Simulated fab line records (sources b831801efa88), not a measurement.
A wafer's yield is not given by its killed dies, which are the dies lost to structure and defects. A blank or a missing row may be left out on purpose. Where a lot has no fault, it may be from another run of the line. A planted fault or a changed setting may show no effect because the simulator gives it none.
fab line records	flow sky130
[record] lots = 6	wafers = 18	last_day = 50
route steps=708 shown PASSIVATION@691 PAD_OPEN@694
lots that met no fault: from a run of the same line without faults
start_h: the number of hours between the record's first day and the start of the first shown wafer of the lot	wait_h: hours elapsed since this lot's preceding step	" the same as in the row above	L1.1+2: several wafers, shown together as one row	- value missing, or start not given	* or withheld: withheld	< > ~ a bound
route shown NAME@n: NAME is a module with steps in the file, n the number in the route of the first one	usual: the fault-free wafers' mean and standard deviation	same: alike in all rows	chamber/n: place in a boat	sites: the reading at each site	_std_site: how widely they spread, as a standard deviation	_edge_site: the outer-site mean with the inner-site mean subtracted	radius_mm: for every site, how far away it sits from the centre of the wafer	mask NAME#n: copy n	behind: the tool/chamber that last shaped the wafer	hold: what put the lot on hold/how long, in hours/how the hold closed	device: the transistor (n, p or np) that didn't switch	end of line: the route-end tests of the same wafers	a step given without rows: its recipe and nothing more	killed: count of dies lost to structure and defects at first sort (not the wafer's yield)	map: a wafer's dies, marking killed ones x, the rest . and places with no die _
set.NAME: the setting that was run; set.NAME@STEP: the one run at that earlier step	model.NAME: the simulator's own value behind a step, which no gauge read
certain route steps with their lots: each step a table, each wafer a row
services: when a tool's chamber went out of use (start_h, in hours from the record's first day, below 0 if earlier), for how many hours, and the reason
[[steps]]
[step SKY_PASSIVATION_DEVELOP_10]
[recipe] develop_time_s = 60	dev_temp_c = 23
[step SKY_PASSIVATION_ETCH_11]
[recipe] chemistry = CF4/O2	target_depth_nm = 725	stop_on = AlCu	source_w = 800	bias_w = 150	pressure_mtorr = 150	cf4_flow_sccm = 80	O2_flow_sccm = 10	time_s = 161.1
[usual] cf4_flow_sccm = 79.99/0.24	drypump_motor_current_A = 5.8/0.42	oes_product_au = 0.976/0.0067	throttle_valve_pct = 5.965/0.008
lot.wafer	tool	chamber	start_h	wait_h	cf4_flow_sccm	drypump_motor_current_A	oes_product_au	rf_hours_counter_h	throttle_valve_pct
L285.1	rie_diel-04	2	1061.94	-	79.63	5.4	0.976	11	5.957
L285.4	"	3	"	"	79.68	5.3	0.981	10	5.961
L285.5	"	3	"	"	79.92	5.3	0.974	-	5.975
L287.1	rie_diel-04	2	1077.24	-	79.84	5.4	0.970	11	5.966
L287.5	"	3	"	"	80.05	5.3	0.979	-	5.968
L287.6	"	2	"	"	79.85	5.5	0.978	-	5.962
L288.1	rie_diel-04	3	1084.59	-	79.86	5.3	0.971	10	5.946
L288.3	"	0	"	"	79.98	5.4	0.986	21	5.975
L288.5	"	0	"	"	79.58	5.4	0.979	-	5.978
L295.4	rie_diel-04	0	1142.94	-	80.30	5.5	0.978	22	5.962
L295.5	"	2	"	"	79.93	5.4	0.973	-	5.963
L295.6	"	1	"	"	80.41	5.3	0.973	-	5.952
L304.2	rie_diel-02	3	1180.28	-	79.98	6.3	0.967	20	5.959
L304.5	"	2	"	"	80.31	5.9	0.976	-	5.960
L304.6	"	3	"	"	79.92	6.3	0.974	-	5.956
L305.3	rie_diel-02	3	1185.33	-	80.02	6.3	0.968	21	5.964
L305.4	"	0	"	"	80.19	6.3	0.986	17	5.980
L305.6	"	1	"	"	79.92	6.2	0.975	-	5.967
[step SKY_PASSIVATION_STRIP_12]
[recipe] chemistry = O2/N2	power_w = 1400	pressure_mtorr = 1500	platen_temp_c = withheld	overash_fraction = 0.7	o2_flow_sccm = 3000	n2_flow_sccm = 300
[usual] drypump_motor_current_A = 5.6/0.41	o2_flow_sccm = 3001/9.2	oes_product_au = 0.661/0.0042	strip_time_to_endpoint_s = 31.50/0.14
lot.wafer	tool	chamber	start_h	wait_h	drypump_motor_current_A	o2_flow_sccm	oes_product_au	rf_hours_counter_h	strip_time_to_endpoint_s
L285.1	plasma_asher-03	1	1062.05	0.1	5.7	2984	0.663	32	31.46
L285.4	"	1	"	"	5.7	2992	0.652	-	31.53
L285.5	"	1	"	"	5.7	2986	0.659	-	31.48
L287.1	plasma_asher-04	0	1077.35	0.1	5.9	3022	0.660	63	31.89
L287.5	"	1	"	"	5.0	2996	0.656	-	31.79
L287.6	"	0	"	"	5.9	3009	0.657	-	31.86
L288.1	plasma_asher-04	1	1084.70	0.1	5.0	2982	0.660	64	31.30
L288.3	"	0	"	"	5.9	2999	0.657	-	31.46
L288.5	"	0	"	"	5.9	3004	0.662	-	31.40
L295.4	plasma_asher-04	0	1143.08	0.1	5.9	2999	0.657	-	31.46
L295.5	"	0	"	"	5.9	2998	0.660	-	31.64
L295.6	"	1	"	"	5.0	3006	0.664	-	31.60
L304.2	plasma_asher-02	0	1180.39	0.1	5.3	2990	0.653	107	31.44
L304.5	"	0	"	"	5.3	2996	0.666	-	31.55
L304.6	"	1	"	"	5.9	2987	0.662	-	31.43
L305.3	plasma_asher-04	0	1185.47	0.1	5.9	2991	0.663	-	31.44
L305.4	"	1	"	"	5.0	3008	0.659	-	31.32
L305.6	"	0	"	"	6.0	2983	0.660	-	31.45
[step SKY_PAD_OPEN_DEHYDRATE_00]
[recipe] temp_c = 200	time_s = 60
[step SKY_PAD_OPEN_HMDS_01]
[recipe] prime_time_s = 60	prime_temp_c = 120
[step SKY_PAD_OPEN_COAT_02]
[recipe] spin_rpm = 2000	resist_thk_nm = 3000
[step SKY_PAD_OPEN_SOFTBAKE_03]
[recipe] temp_c = 110	time_s = withheld
[step SKY_PAD_OPEN_EXPOSE_04]
[recipe] mask_id = PDM	target_cd_nm = 60000	na = 0.57	dose_mj = 260
[step SKY_PAD_OPEN_PEB_05]
[recipe] temp_c = 115	time_s = withheld
[step SKY_PAD_OPEN_DEVELOP_06]
[recipe] develop_time_s = 60	dev_temp_c = 23
[step SKY_PAD_OPEN_ETCH_07]
[recipe] chemistry = CF4/O2	target_depth_nm = 725	stop_on = AlCu	source_w = 800	bias_w = 150	pressure_mtorr = 150	cf4_flow_sccm = 80	O2_flow_sccm = 10	time_s = 159
[usual] cf4_flow_sccm = 80.01/0.25	drypump_motor_current_A = 5.9/0.45	oes_product_au = 0.982/0.0073	throttle_valve_pct = 5.965/0.0089
lot.wafer	tool	chamber	start_h	wait_h	cf4_flow_sccm	drypump_motor_current_A	oes_product_au	rf_hours_counter_h	throttle_valve_pct
L285.1	rie_diel-01	1	1082.99	-	79.70	6.5	0.984	23	5.964
L285.4	"	2	"	"	79.66	5.8	0.979	23	5.958
L285.5	"	1	"	"	80.21	6.5	0.986	-	5.971
L287.1	rie_diel-02	2	1096.77	-	80.42	5.9	0.985	23	5.977
L287.5	"	1	"	"	80.07	6.1	0.983	-	5.967
L287.6	"	2	"	"	79.84	6.0	0.996	-	5.966
L288.1	rie_diel-02	0	1104.69	-	80.08	6.4	0.988	14	5.955
L288.3	"	2	"	"	79.83	5.9	0.989	24	5.955
L288.5	"	3	"	"	80.25	6.3	0.992	-	5.970
L295.4	rie_diel-03	3	1160.77	-	80.06	5.8	0.981	25	5.962
L295.5	"	0	"	"	80.20	5.1	0.981	-	5.962
L295.6	"	3	"	"	80.01	5.8	0.978	-	5.980
L304.2	rie_diel-02	2	1196.04	-	80.28	6.0	0.972	27	5.965
L304.5	"	0	"	"	79.77	6.3	0.987	-	5.969
L304.6	"	1	"	"	80.27	6.2	0.987	-	5.974
L305.3	rie_diel-01	3	1200.94	-	80.10	6.6	0.977	20	5.953
L305.4	"	1	"	"	80.12	6.5	0.989	28	5.957
L305.6	"	2	"	"	80.03	5.8	0.979	-	5.965
[step SKY_PAD_OPEN_STRIP_08]
[recipe] chemistry = O2/N2	power_w = 1400	pressure_mtorr = 1500	platen_temp_c = withheld	overash_fraction = 0.7	o2_flow_sccm = 3000	n2_flow_sccm = 300
[usual] drypump_motor_current_A = 5.7/0.36	o2_flow_sccm = 2999/8.5	oes_product_au = 0.662/0.0045
lot.wafer	tool	chamber	start_h	wait_h	drypump_motor_current_A	o2_flow_sccm	oes_product_au	rf_hours_counter_h
L285.1	plasma_asher-03	0	1083.10	0.1	6.2	3003	0.660	34
L285.4	"	0	"	"	6.2	2997	0.665	-
L285.5	"	0	"	"	6.2	3010	0.663	-
L287.1	plasma_asher-03	1	1096.88	0.1	5.7	3003	0.660	35
L287.5	"	0	"	"	6.1	3004	0.667	-
L287.6	"	1	"	"	5.7	3000	0.666	-
L288.1	plasma_asher-03	0	1104.80	0.1	6.1	2994	0.670	36
L288.3	"	0	"	"	6.2	3008	0.665	-
L288.5	"	1	"	"	5.7	2995	0.661	-
L295.4	plasma_asher-02	1	1160.91	0.1	5.9	2990	0.662	-
L295.5	"	1	"	"	5.9	2991	0.655	-
L295.6	"	0	"	"	5.3	2996	0.663	-
L304.2	plasma_asher-02	1	1196.15	0.1	5.9	2979	0.661	109
L304.5	"	1	"	"	5.9	3000	0.659	-
L304.6	"	0	"	"	5.3	3004	0.665	-
L305.3	plasma_asher-02	1	1201.08	0.1	5.9	2998	0.658	-
L305.4	"	0	"	"	5.3	3003	0.665	-
L305.6	"	0	"	"	5.3	3005	0.658	-
[step SKY_PAD_OPEN_STRIP_09]
[recipe] chemistry = post_etch_residue_remover	time_s = 1200	temp_c = 72.5
[usual] bath_heat_duty_pct = 14.0/1.8	run_length_s = 1230/3.8	temp_c = 72.51/0.13
lot.wafer	tool	chamber	start_h	wait_h	bath_heat_duty_pct	run_length_s	temp_c
L285.1	wet_bench-02	0	1083.20	0.1	12.6	1225	72.52
L285.4	"	0	"	"	11.4	1225	72.64
L285.5	"	0	"	"	12.0	1225	72.82
L287.1	wet_bench-04	2	1096.98	0.1	15.6	1234	72.57
L287.5	"	2	"	"	14.3	1234	72.72
L287.6	"	2	"	"	15.5	1234	72.53
L288.1	wet_bench-04	3	1104.90	0.1	15.5	1224	72.48
L288.3	"	3	"	"	14.8	1224	72.48
L288.5	"	3	"	"	15.0	1224	72.61
L295.4	wet_bench-01	2	1160.98	0.0	16.6	1233	72.37
L295.5	"	2	"	"	15.1	1233	72.58
L295.6	"	2	"	"	14.4	1233	72.45
L304.2	wet_bench-01	0	1196.25	0.1	12.6	1272	72.31
L304.5	"	0	"	"	11.7	1272	72.40
L304.6	"	0	"	"	13.1	1272	72.43
L305.3	wet_bench-01	3	1201.19	0.1	17.8	1271	72.46
L305.4	"	3	"	"	19.7	1271	72.50
L305.6	"	3	"	"	17.5	1271	72.46
[step SKY_PAD_OPEN_CLEAN_10]
[recipe] chemistry = IPA	time_s = 180	temp_c = 25
[step SKY_PAD_OPEN_PROBE_99]
[usual] defect_limited_yield = 82.3/1.9	killed_at_M0_to_M3 = 44/7.6	killed_at_M4_up = 3.2/1.7	killed_at_contacts = 24/5.7	killed_at_front_end = 16/3.9	killed_at_other = 0.2/0.45	killed_dies = 87/9.5	killed_open = 47/6.9	killed_short = 40/5.8	sort_bin_3_pad_short = 0.9/0.4	sort_bin_5_function = 10.4/1.4	sort_bin_6_memory = 6.4/1.1	sort_n_pass = 405/9.5	sort_yield_pct = 82.3/1.9
[same] gross_dies = 492	killed_at_back_side = 0	sort_bin_4_leakage[%] = 0	sort_bin_8_speed[%] = 0
lot.wafer	tool	chamber	start_h	wait_h	defect_limited_yield[%]	killed_at_M0_to_M3	killed_at_M4_up	killed_at_contacts	killed_at_front_end	killed_at_other	killed_dies	killed_open	killed_short	sort_bin_3_pad_short[%]	sort_bin_5_function[%]	sort_bin_6_memory[%]	sort_n_pass	sort_yield_pct[%]
L285.1	prober-02	-	1085.31	0.1	80.5	60	4	20	11	1	96	56	40	1.0	12.2	6.3	396	80.5
L285.4	prober-02	-	1085.46	0.2	79.7	59	4	21	16	0	100	52	48	1.0	10.4	8.9	392	79.7
L285.5	prober-02	-	1085.51	0.2	81.1	46	1	39	7	0	93	56	37	1.2	12.8	4.9	399	81.1
L287.1	prober-02	-	1099.53	0.1	82.5	35	1	31	19	0	86	42	44	1.4	10.4	5.7	406	82.5
L287.5	prober-02	-	1099.73	0.2	83.1	34	4	24	20	1	83	45	38	0.6	9.3	6.9	409	83.1
L287.6	prober-02	-	1099.78	0.2	83.5	36	2	23	20	0	81	43	38	0.8	10.2	5.5	411	83.5
L288.1	prober-01	-	1107.02	0.1	80.7	43	2	34	15	1	95	55	40	0.4	11.6	7.3	397	80.7
L288.3	prober-01	-	1107.12	0.2	84.3	42	1	24	10	0	77	47	30	0.8	9.6	5.3	415	84.3
L288.5	prober-01	-	1107.22	0.2	82.1	52	3	25	8	0	88	49	39	1.4	10.4	6.1	404	82.1
L295.4	prober-02	-	1163.32	0.2	79.3	42	4	32	23	1	102	68	34	0.6	13.0	7.1	390	79.3
L295.5	prober-02	-	1163.37	0.2	79.9	47	5	27	20	0	99	46	53	0.4	11.4	8.3	393	79.9
L295.6	prober-02	-	1163.42	0.2	79.7	54	2	30	14	0	100	56	44	1.2	12.4	6.7	392	79.7
L304.2	prober-01	-	1198.41	0.1	84.6	33	5	23	15	0	76	35	41	1.2	9.6	4.7	416	84.6
L304.5	prober-01	-	1198.56	0.2	82.9	42	6	22	14	0	84	39	45	1.2	10.8	5.1	408	82.9
L304.6	prober-01	-	1198.61	0.2	82.9	39	4	22	19	0	84	45	39	0.6	9.6	6.9	408	82.9
L305.3	prober-02	-	1203.79	0.2	83.5	44	3	24	10	0	81	40	41	0.8	11.2	4.5	411	83.5
L305.4	prober-02	-	1203.84	0.2	83.5	42	0	26	13	0	81	45	36	1.2	9.8	5.5	411	83.5
L305.6	prober-02	-	1203.94	0.2	83.5	41	1	23	16	0	81	44	37	1.0	9.6	5.9	411	83.5
// killed by level:class
L285.1 VIA1:geometric_particle:open=21 VIA1:geometric_particle:short=7 VIA3:geometric_particle:open=6 FIELD_ISO:geometric_particle:short=5 LI_CONTACT:geometric_particle:open=5 CONTACT:geometric_particle:short=5 VIA3:geometric_particle:short=5 VIA2:geometric_particle:open=5
L285.4 VIA1:geometric_particle:open=17 VIA3:geometric_particle:open=11 VIA1:geometric_particle:short=8 LOCAL_INTERCONNECT:geometric_particle:short=7 POLY_GATE:geometric_particle:open=6 VIA2:geometric_particle:short=6 FIELD_ISO:geometric_particle:short=5 CONTACT:geometric_particle:open=5
L285.5 CONTACT:geometric_particle:open=12 LI_CONTACT:geometric_particle:open=11 VIA1:geometric_particle:open=11 VIA3:geometric_particle:open=9 VIA2:geometric_particle:open=7 CONTACT:geometric_particle:short=6 LOCAL_INTERCONNECT:geometric_particle:short=5 METAL2:geometric_particle:short=5
L287.1 CONTACT:geometric_particle:open=12 LI_CONTACT:geometric_particle:open=11 METAL1:geometric_particle:short=8 POLY_GATE:geometric_particle:short=7 CONTACT:geometric_particle:short=5 VIA1:geometric_particle:open=5 VIA1:geometric_particle:short=5 METAL2:geometric_particle:short=5
L287.5 CONTACT:geometric_particle:open=8 VIA3:geometric_particle:open=8 VIA2:geometric_particle:open=7 VIA1:geometric_particle:open=6 FIELD_ISO:geometric_particle:short=5 POLY_GATE:geometric_particle:open=5 LI_CONTACT:geometric_particle:open=5 CONTACT:geometric_particle:short=5
L287.6 VIA2:geometric_particle:open=9 POLY_GATE:geometric_particle:short=8 CONTACT:geometric_particle:short=7 POLY_GATE:geometric_particle:open=6 LI_CONTACT:geometric_particle:open=6 CONTACT:geometric_particle:open=6 VIA1:geometric_particle:short=6 VIA1:geometric_particle:open=6
L288.1 CONTACT:geometric_particle:open=17 VIA2:geometric_particle:open=9 VIA1:geometric_particle:open=9 CONTACT:geometric_particle:short=7 VIA1:geometric_particle:short=7 LI_CONTACT:geometric_particle:open=5 FIELD_ISO:geometric_particle:open=4 LOCAL_INTERCONNECT:geometric_particle:short=4
L288.3 CONTACT:geometric_particle:open=13 VIA1:geometric_particle:open=9 VIA3:geometric_particle:open=9 LI_CONTACT:geometric_particle:open=6 METAL1:geometric_particle:short=6 FIELD_ISO:geometric_particle:short=4 VIA2:geometric_particle:open=4 METAL2:geometric_particle:short=4
L288.5 VIA1:geometric_particle:open=21 CONTACT:geometric_particle:open=11 CONTACT:geometric_particle:short=7 METAL1:geometric_particle:short=6 METAL2:geometric_particle:short=6 LI_CONTACT:geometric_particle:open=4 VIA1:geometric_particle:short=4 VIA3:geometric_particle:open=4
L295.4 LI_CONTACT:geometric_particle:open=11 CONTACT:geometric_particle:open=10 VIA1:geometric_particle:open=9 FIELD_ISO:geometric_particle:open=7 VIA2:geometric_particle:open=7 FIELD_ISO:geometric_particle:short=6 VIA3:geometric_particle:open=6 METAL1:geometric_particle:short=5
L295.5 VIA1:geometric_particle:open=15 CONTACT:geometric_particle:open=8 VIA2:geometric_particle:open=7 METAL2:geometric_particle:short=7 LOCAL_INTERCONNECT:geometric_particle:short=6 FIELD_ISO:geometric_particle:short=5 POLY_GATE:geometric_particle:short=5 CONTACT:geometric_particle:short=5
L295.6 LI_CONTACT:geometric_particle:open=11 VIA3:geometric_particle:open=11 CONTACT:geometric_particle:open=9 VIA1:geometric_particle:open=9 METAL2:geometric_particle:short=8 LOCAL_INTERCONNECT:geometric_particle:short=7 VIA3:geometric_particle:short=6 POLY_GATE:geometric_particle:short=5
L304.2 VIA1:geometric_particle:open=9 CONTACT:geometric_particle:open=8 POLY_GATE:geometric_particle:short=6 CONTACT:geometric_particle:short=6 METAL2:geometric_particle:short=5 LOCAL_INTERCONNECT:geometric_particle:short=4 METAL1:geometric_particle:short=4 POLY_GATE:geometric_particle:open=3
L304.5 CONTACT:geometric_particle:open=8 VIA1:geometric_particle:open=7 METAL2:geometric_particle:short=7 VIA2:geometric_particle:open=6 LOCAL_INTERCONNECT:geometric_particle:short=6 METAL1:geometric_particle:short=5 FIELD_ISO:geometric_particle:short=4 VIA2:geometric_particle:short=4
L304.6 VIA3:geometric_particle:open=9 VIA1:geometric_particle:open=7 POLY_GATE:geometric_particle:open=6 CONTACT:geometric_particle:short=6 FIELD_ISO:geometric_particle:open=5 LI_CONTACT:geometric_particle:open=5 CONTACT:geometric_particle:open=5 VIA1:geometric_particle:short=5
L305.3 CONTACT:geometric_particle:open=12 METAL2:geometric_particle:short=7 METAL1:geometric_particle:short=7 VIA1:geometric_particle:open=7 VIA2:geometric_particle:open=7 VIA3:geometric_particle:open=6 CONTACT:geometric_particle:short=5 FIELD_ISO:geometric_particle:short=4
L305.4 CONTACT:geometric_particle:open=10 VIA2:geometric_particle:open=8 LI_CONTACT:geometric_particle:open=7 METAL2:geometric_particle:short=7 VIA3:geometric_particle:open=6 VIA1:geometric_particle:short=5 VIA1:geometric_particle:open=5 FIELD_ISO:geometric_particle:open=4
L305.6 VIA1:geometric_particle:open=13 CONTACT:geometric_particle:open=11 POLY_GATE:geometric_particle:short=5 VIA1:geometric_particle:short=5 VIA2:geometric_particle:open=5 FIELD_ISO:geometric_particle:short=4 FIELD_ISO:geometric_particle:open=4 CONTACT:geometric_particle:short=4
[[services]]
tool	chamber	start_h	hours	kind
rie_diel-01	2	1040.95	13.4	repair
rie_diel-03	1	1058.74	-	clean
rie_diel-03	1	1058.74	12.4	scheduled_down
rie_diel-03	1	1058.74	12.4	vent_cycle
rie_diel-04	-	1059.02	2.8	pm
rie_diel-03	2	1072.83	-	clean
rie_diel-03	2	1072.83	19.3	scheduled_down
rie_diel-03	2	1072.83	19.3	vent_cycle
rie_diel-04	1	1080.43	14.9	repair
rie_diel-02	0	1084.69	6.1	repair
rie_diel-02	1	1087.51	3.0	repair
rie_diel-03	2	1095.98	3.7	repair
rie_diel-03	3	1096.25	2.4	repair
rie_diel-04	1	1098.04	3.8	repair
rie_diel-04	0	1098.90	31.1	repair
plasma_asher-03	-	1102.46	1.9	repair
rie_diel-04	3	1105.71	5.2	repair
plasma_asher-03	-	1112.13	14.6	pm
rie_diel-01	-	1123.16	0.6	repair
plasma_asher-03	-	1126.73	8.7	pm
rie_diel-04	-	1131.20	0.5	repair
rie_diel-01	3	1154.68	2.5	repair
rie_diel-02	0	1161.23	1.2	repair
rie_diel-02	0	1162.89	2.6	repair
[[key]]
[first_sign] step = SKY_PAD_OPEN_STRIP_09	reading = run_length_s	direction = up	sigmas = 11	usual = *	struck = *
effect none on later readings
met_at SKY_PAD_OPEN_STRIP_09
struck_wafers L304.2,L304.5,L304.6,L305.3,L305.4,L305.6
onset_between 1160.98 1196.25
[fault] kind = process_parameter_drift	tool = wet_bench-01	chamber = -	onset_h = 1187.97	steps = SKY_PAD_OPEN_STRIP_09	channel = time_s	offset = *	shape = step	end_h = 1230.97	acts_in = *	stated = *
